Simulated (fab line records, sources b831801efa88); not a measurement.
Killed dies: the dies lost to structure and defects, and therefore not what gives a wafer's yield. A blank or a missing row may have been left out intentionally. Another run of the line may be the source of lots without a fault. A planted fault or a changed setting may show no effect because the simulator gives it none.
The same fault as seen by 2 desks ; flow sky130 ; each desk holds nothing but its own numbers, with what lay behind them at the end

== THE METROLOGY DESK ==
Lot by lot, what the gauges showed, no matter which tool ran the lot: averages of those sampled wafers that carry a number. A lot is out of limits, marked OUT, if its mean lies more than 4 standard deviations from the usual mean; the brackets give that distance.
Columns: A = VIA1_OVL at SKY_VIA1_OVL_MEAS_13, usual 1 nm; B = VIA1_W_RS at SKY_VIA1_RS_MEAS_22, usual 0.426 ohm/sq; C = VIA1_W_THK at SKY_VIA1_THK_MEAS_23, usual 265 nm
lot;first seen here;A;B;C
L630;day 34 01:16;6;0.425;265
L631;day 36 02:48;4;0.435;254
L643;day 38 07:27;-3;0.430;263
L644;day 38 18:38;-5;0.424;263
L648;day 40 05:12;-5;0.405;278
L650;day 40 06:40;11;0.427;264
Result from this desk: across the 6 lots, nothing is out of limits.

== TOOL OWNER'S DESK, pvdSputter-01 ==
The tool's own readings at SKY_METAL2_SPUTTER_00 (material Ti, target thk 15 nm, time 10 s): means of the sampled wafers that have a number, for each lot that ran on this tool. A lot is out of limits, marked OUT, if its mean lies more than 4 standard deviations from the usual mean; the brackets give that distance.
Columns: A = throttleValvePct at SKY_METAL2_SPUTTER_00, usual 30.1 %
lot;first seen here;A
L631;day 36 04:09;29.2
L643;day 38 08:47;30.2
L644;day 38 20:01;29.9
Result from this desk: across the 3 lots, nothing is out of limits.

== BROUGHT TOGETHER ==
At the metrology desk, nothing out of limits was observed.
The tool owner's desk saw nothing out of limits.

== WHAT THE SIMULATOR PUT IN ==
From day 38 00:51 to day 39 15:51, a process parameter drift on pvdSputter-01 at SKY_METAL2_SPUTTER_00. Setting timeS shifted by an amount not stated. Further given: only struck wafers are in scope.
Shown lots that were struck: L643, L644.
